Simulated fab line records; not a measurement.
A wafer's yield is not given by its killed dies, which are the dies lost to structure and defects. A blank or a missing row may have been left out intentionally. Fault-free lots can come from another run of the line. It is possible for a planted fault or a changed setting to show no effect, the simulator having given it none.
fab line records -- flow sfq_line
record lots=7, wafers=21, last_day=92
route steps=325 shown M6@255 I6@266
lots that met no fault: from a run of the same line without faults
start_h: hours from the record's opening day to when the first of the lot's shown wafers began -- wait_h: hours since the lot's step before -- " repeats the value in the row above -- L1.1+2: a single row standing in for several wafers -- - value missing, or start not given -- * or withheld: withheld -- < > ~ a bound
route shown NAME@n: names a module that has steps shown in the file, with the first one's number in the route -- usual: mean and standard deviation over wafers with no fault -- same: alike in all rows -- chamber/n: place in a boat -- sites: each site's reading -- _std_site: standard deviation across them -- _edge_site: the outer-site mean with the inner-site mean subtracted -- radius_mm: how far each site lies from the wafer's centre -- mask NAME#n: copy n -- behind: tool/chamber where the wafer was last shaped -- hold: why the lot was held/for how many hours/how that ended -- device: names the non-switching transistor (n, p or np) -- end of line: the same wafers' tests at the end of the route -- where a step has no rows: the recipe by itself -- killed: at the first sort, the dies lost to defects and structure; wafer yield is something else -- map: dies across one wafer; x = killed, . = not, _ = none there
set.NAME: the run value of the setting; set.NAME@STEP: its run value at that earlier step -- model.NAME: the simulator's own value behind a step, which no gauge read
lots seen at some steps along the route; tables by step, rows by wafer
services: a tool's chamber out of use, with start hour (start_h, from the record's first day; less than 0 if before it), hours out, and reason
## steps
# step SFQ_TRILAYER_M6_LITHO_COAT_164
# recipe resist=BARC, spin_rpm=3000, resist_thk_nm=62
# step SFQ_TRILAYER_M6_LITHO_COAT_159
# recipe resist=KrF, spin_rpm=3000, resist_thk_nm=600
# step SFQ_TRILAYER_M6_LITHO_SOFTBAKE_163
# recipe temp_c=withheld, time_s=withheld, resist=KrF
# step SFQ_TRILAYER_M6_LITHO_EXPOSE_160
# recipe mask_id=M6, na=0.6, source_shape=conventional, sigma_outer=0.65, target_cd_nm=500, dose_mj=14.4
# step SFQ_TRILAYER_M6_LITHO_PEB_162
# recipe peb_temp_c=115, peb_time_s=60, resist=KrF
# step SFQ_TRILAYER_M6_LITHO_DEVELOP_161
# recipe time_s=60, resist=KrF
# step SFQ_M6_OVL_MEAS_940
# usual M6_OVL=-5/5
lot.wafer,tool,chamber,start_h,wait_h,M6_OVL[nm]
L184.1,overlay-01,-,1680.11,0.1,-10
L184.3,overlay-01,-,1680.11,0.1,-10
L184.4,overlay-01,-,1680.11,0.1,-12
L197.1,overlay-01,-,1817.74,0.1,-11
L197.2,overlay-01,-,1817.74,0.1,-9
L197.6,overlay-01,-,1817.74,0.1,-3
L198.1,overlay-01,-,1821.34,0.1,-14
L198.2,overlay-01,-,1821.34,0.1,-3
L198.4,overlay-01,-,1821.34,0.1,-8
L199.3,overlay-02,-,1826.15,0.1,-6
L199.4,overlay-02,-,1826.15,0.1,-2
L199.6,overlay-02,-,1826.15,0.1,-9
L201.2,overlay-02,-,1884.73,0.1,5
L201.3,overlay-02,-,1884.73,0.1,-7
L201.6,overlay-02,-,1884.73,0.1,7
L203.1,overlay-01,-,1892.57,0.1,-7
L203.3,overlay-01,-,1892.57,0.1,-4
L203.4,overlay-01,-,1892.57,0.1,-6
L207.1,overlay-01,-,1949.22,0.1,-8
L207.4,overlay-01,-,1949.22,0.1,-13
L207.6,overlay-01,-,1949.22,0.1,-12
# step SFQ_TRILAYER_M6_BARC_OPEN_METAL_ETCH_206
# recipe mask_material=PR, chemistry=O2, target_depth_nm=125, target=BARC, icp_w=600, bias_w=80, pressure_mtorr=10, time_s=41.7
# usual drypump_motor_current_A=5.76/0.3, oes_product_au=0.685/0.005
lot.wafer,tool,chamber,start_h,wait_h,drypump_motor_current_A,oes_product_au,rf_hours_counter_h
L184.1,rie_metal-02,0,1680.14,0.0,5.49,0.688,20
L184.3,rie_metal-02,1,1680.14,0.0,6.31,0.676,-
L184.4,rie_metal-02,0,1680.14,0.0,5.47,0.694,-
L197.1,rie_metal-03,1,1817.77,0.0,5.73,0.688,61
L197.2,rie_metal-03,0,1817.77,0.0,5.87,0.685,96
L197.6,rie_metal-03,1,1817.77,0.0,5.73,0.695,-
L198.1,rie_metal-03,0,1821.37,0.0,5.92,0.691,97
L198.2,rie_metal-03,1,1821.37,0.0,5.76,0.688,62
L198.4,rie_metal-03,1,1821.37,0.0,5.71,0.686,-
L199.3,rie_metal-01,1,1826.19,0.0,5.45,0.689,-
L199.4,rie_metal-01,0,1826.19,0.0,5.50,0.684,-
L199.6,rie_metal-01,1,1826.19,0.0,5.42,0.684,-
L201.2,rie_metal-02,1,1884.76,0.0,6.28,0.686,97
L201.3,rie_metal-02,0,1884.76,0.0,5.45,0.689,-
L201.6,rie_metal-02,1,1884.76,0.0,6.29,0.694,-
L203.1,rie_metal-01,0,1892.60,0.0,5.51,0.680,130
L203.3,rie_metal-01,1,1892.60,0.0,5.45,0.687,-
L203.4,rie_metal-01,0,1892.60,0.0,5.50,0.695,-
L207.1,rie_metal-03,1,1949.25,0.0,5.75,0.686,78
L207.4,rie_metal-03,1,1949.25,0.0,5.72,0.686,-
L207.6,rie_metal-03,0,1949.25,0.0,5.91,0.692,-
# step SFQ_TRILAYER_M6_ETCH_METAL_ETCH_162
# recipe target=Nb, stop_on=SiO2, mask_material=PR, chemistry=Cl2/Ar, target_depth_nm=240, icp_w=600, bias_w=80, pressure_mtorr=10, time_s=120
# usual drypump_motor_current_A=5.76/0.29, oes_product_au=0.894/0.0066
lot.wafer,tool,chamber,start_h,wait_h,drypump_motor_current_A,oes_product_au,rf_hours_counter_h
L184.1,rie_metal-02,0,1680.20,0.0,5.46,0.897,20
L184.3,rie_metal-02,1,1680.20,0.0,6.31,0.895,-
L184.4,rie_metal-02,0,1680.20,0.0,5.46,0.886,-
L197.1,rie_metal-03,1,1817.83,0.0,5.75,0.891,61
L197.2,rie_metal-03,0,1817.83,0.0,5.89,0.890,96
L197.6,rie_metal-03,1,1817.83,0.0,5.75,0.885,-
L198.1,rie_metal-03,0,1821.43,0.0,5.89,0.890,97
L198.2,rie_metal-03,1,1821.43,0.0,5.77,0.897,62
L198.4,rie_metal-03,1,1821.43,0.0,5.77,0.896,-
L199.3,rie_metal-01,1,1826.28,0.1,5.46,0.893,-
L199.4,rie_metal-01,0,1826.28,0.1,5.52,0.896,-
L199.6,rie_metal-01,1,1826.28,0.1,5.43,0.894,-
L201.2,rie_metal-02,1,1884.82,0.0,6.31,0.894,97
L201.3,rie_metal-02,0,1884.82,0.0,5.44,0.898,-
L201.6,rie_metal-02,1,1884.82,0.0,6.31,0.888,-
L203.1,rie_metal-01,0,1892.66,0.0,5.51,0.877,130
L203.3,rie_metal-01,1,1892.66,0.0,5.45,0.883,-
L203.4,rie_metal-01,0,1892.66,0.0,5.52,0.893,-
L207.1,rie_metal-03,1,1949.31,0.0,5.75,0.901,78
L207.4,rie_metal-03,1,1949.31,0.0,5.76,0.884,-
L207.6,rie_metal-03,0,1949.31,0.0,5.91,0.883,-
# step SFQ_TRILAYER_M6_STRIP_STRIP_163
# recipe gas=O2, power_w=200, platen_temp_c=40, overash_fraction=0.65, chemistry=O2, pressure_mtorr=50
# usual drypump_motor_current_A=5.76/0.3, oes_product_au=0.998/0.0091
# same overash_fraction=0.65
lot.wafer,tool,chamber,start_h,wait_h,drypump_motor_current_A,oes_product_au,rf_hours_counter_h
L184.1,rie_metal-02,0,1680.33,0.1,5.47,0.992,20
L184.3,rie_metal-02,1,1680.33,0.1,6.30,1.001,-
L184.4,rie_metal-02,0,1680.33,0.1,5.46,0.989,-
L197.1,rie_metal-03,1,1817.96,0.1,5.71,0.996,61
L197.2,rie_metal-03,0,1817.96,0.1,5.93,0.992,96
L197.6,rie_metal-03,1,1817.96,0.1,5.75,0.993,-
L198.1,rie_metal-03,0,1821.56,0.1,5.88,0.985,97
L198.2,rie_metal-03,1,1821.56,0.1,5.74,0.999,62
L198.4,rie_metal-03,1,1821.56,0.1,5.74,1.006,-
L199.3,rie_metal-01,1,1826.56,0.2,5.44,0.997,-
L199.4,rie_metal-01,0,1826.56,0.2,5.52,1.011,-
L199.6,rie_metal-01,1,1826.56,0.2,5.42,0.989,-
L201.2,rie_metal-02,1,1884.94,0.1,6.30,0.996,97
L201.3,rie_metal-02,0,1884.94,0.1,5.47,0.990,-
L201.6,rie_metal-02,1,1884.94,0.1,6.32,1.005,-
L203.1,rie_metal-01,0,1892.79,0.1,5.53,1.008,130
L203.3,rie_metal-01,1,1892.79,0.1,5.46,1.000,-
L203.4,rie_metal-01,0,1892.79,0.1,5.51,1.004,-
L207.1,rie_metal-03,1,1949.44,0.1,5.73,0.997,78
L207.4,rie_metal-03,1,1949.44,0.1,5.75,0.991,-
L207.6,rie_metal-03,0,1949.44,0.1,5.92,0.985,-
# step SFQ_TRILAYER_M6_STRIP_SOLV_CLEAN_164
# recipe chemistry=NMP, temp_c=70, time_s=600
# step SFQ_TRILAYER_I6_DEP_PECVD_165
# recipe material=SiO2, temp_c=150, time_s=111.11, pressure_torr=2.4, rf_w=183.3, precursor=SiH4/N2O, target_thk_nm=500
# usual heater_power_w=87/17, run_length_s=139.0/0.61, throttle_valve_pct=25.0/1.6
lot.wafer,tool,chamber,start_h,wait_h,heater_power_w,run_length_s,throttle_valve_pct,model.SiO2_of_TRILAYER_I6_DEP_PECVD_165.thk_nm
L184.1,pecvd-01,2,1681.12,0.0,86,139.3,24.1,494.7
L184.3,pecvd-01,0,1681.12,0.0,78,139.4,23.2,505
L184.4,pecvd-01,1,1681.12,0.0,126,138.7,22.5,503.8
L197.1,pecvd-04,2,1818.73,0.0,89,134.3,25.3,481
L197.2,pecvd-04,1,1818.73,0.0,54,135.8,26.7,477.3
L197.6,pecvd-04,1,1818.73,0.0,58,135.3,26.6,485.8
L198.1,pecvd-04,0,1822.35,0.0,61,134.8,26.7,482.8
L198.2,pecvd-04,1,1822.35,0.0,64,135.7,26.7,473.2
L198.4,pecvd-04,1,1822.35,0.0,64,136.2,26.5,480.9
L199.3,pecvd-04,1,1827.31,0.0,59,135.6,26.9,466.6
L199.4,pecvd-04,2,1827.31,0.0,88,133.9,25.4,485.2
L199.6,pecvd-04,1,1827.31,0.0,60,135.6,27.0,480.2
L201.2,pecvd-02,2,1885.72,0.0,86,139.0,24.2,498.6
L201.3,pecvd-02,0,1885.72,0.0,89,139.2,23.0,505.2
L201.6,pecvd-02,1,1885.72,0.0,112,138.8,27.0,515.7
L203.1,pecvd-01,2,1893.56,0.0,77,139.3,24.9,492.1
L203.3,pecvd-01,1,1893.56,0.0,124,139.1,22.4,488.6
L203.4,pecvd-01,1,1893.56,0.0,122,138.9,22.9,506.1
L207.1,pecvd-04,1,1950.23,0.0,63,139.9,26.6,491.1
L207.4,pecvd-04,2,1950.23,0.0,91,138.5,25.3,504.1
L207.6,pecvd-04,0,1950.23,0.0,72,137.9,27.1,503.2
# step SFQ_TRILAYER_I6_CMP_CMP_166
# recipe material=SiO2, down_force_psi=3, platen_rpm=60, pad_velocity_m_s=0.94248
# usual edge_zone_pressure_frac=1.000/0.005, motor_current_A=10.1/1, time_to_endpoint_s=216/6.7
lot.wafer,tool,chamber,start_h,wait_h,edge_zone_pressure_frac,motor_current_A,time_to_endpoint_s
L184.4,cmp-01,3,1681.20,0.0,1.003,10.4,212
L184.1,cmp-01,1,1682.20,1.0,1.006,11.1,209
L184.3,cmp-01,2,1682.20,1.0,1.003,10.4,209
L197.1,cmp-01,0,1836.01,17.2,1.001,9.6,202
L197.2,cmp-01,1,1836.01,17.2,1.000,11.2,203
L197.6,cmp-01,1,1838.51,19.7,1.006,11.8,207
L198.4,cmp-01,0,1839.01,16.6,0.990,8.8,206
L198.1,cmp-01,2,1840.01,17.6,1.004,10.5,198
L198.2,cmp-01,3,1840.01,17.6,1.005,10.1,196
L199.3,cmp-02,3,1842.30,15.0,1.007,10.8,191
L199.4,cmp-02,2,1843.80,16.4,0.994,8.0,210
L199.6,cmp-02,3,1843.80,16.4,1.003,11.7,202
L201.2,cmp-01,1,1886.30,0.5,1.003,11.4,212
L201.3,cmp-01,2,1886.30,0.5,0.999,10.6,208
L201.6,cmp-01,1,1888.30,2.5,0.993,10.6,230
L203.1,cmp-02,0,1894.17,0.6,1.001,10.3,214
L203.3,cmp-02,1,1894.17,0.6,0.999,10.3,210
L203.4,cmp-02,2,1894.17,0.6,0.999,8.0,226
L207.1,cmp-02,1,1950.81,0.5,0.999,10.1,208
L207.4,cmp-02,3,1951.81,1.5,0.995,11.3,212
L207.6,cmp-02,1,1952.81,2.5,0.999,9.8,217
## services
tool,chamber,start_h,hours,kind
rie_metal-03,-,1668.01,2.4,repair
rie_metal-03,-,1672.82,28.1,pm
cmp-02,-,1676.48,1.2,repair
pecvd-01,2,1682.89,18.8,repair
rie_metal-03,-,1716.63,1.1,repair
pecvd-02,1,1732.91,21.7,repair
cmp-02,-,1740.95,1.9,repair
cmp-02,-,1746.42,1.0,repair
cmp-02,-,1757.83,4.7,pm
pecvd-01,0,1762.09,27.3,repair
pecvd-01,2,1769.51,8.9,repair
cmp-01,-,1787.92,4.0,pm
cmp-01,-,1798.74,2.7,repair
rie_metal-02,1,1848.49,3.1,repair
cmp-01,-,1866.36,0.3,repair
pecvd-04,1,1891.42,11.8,repair
pecvd-01,2,1899.63,6.6,repair
cmp-02,-,1907.58,3.4,repair
cmp-01,-,1918.68,16.3,pm
rie_metal-03,-,1921.86,2.8,pm
cmp-02,-,1930.16,0.3,repair
rie_metal-01,0,1930.72,-,clean
rie_metal-01,0,1930.72,-,consumable_replace:focus_ring
cmp-02,-,1939.08,4.0,pm
## key
first_sign step=SFQ_TRILAYER_I6_DEP_PECVD_165, reading=run_length_s, direction=down, sigmas=6.2, usual=*, struck=*
effect none on later readings
model_effect step=SFQ_TRILAYER_I6_DEP_PECVD_165, value=SiO2_of_TRILAYER_I6_DEP_PECVD_165.thk_nm, without=497.5, struck=479.2
met_at SFQ_TRILAYER_I6_DEP_PECVD_165
struck_wafers L197.1,L197.2,L197.6,L198.1,L198.2,L198.4,L199.3,L199.4,L199.6
fault kind=process_parameter_drift, tool=pecvd-04, chamber=-, onset_h=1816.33, steps=SFQ_TRILAYER_I6_DEP_PECVD_165, channel=time_s, offset=*, shape=step, end_h=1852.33, acts_in=*, stated=*
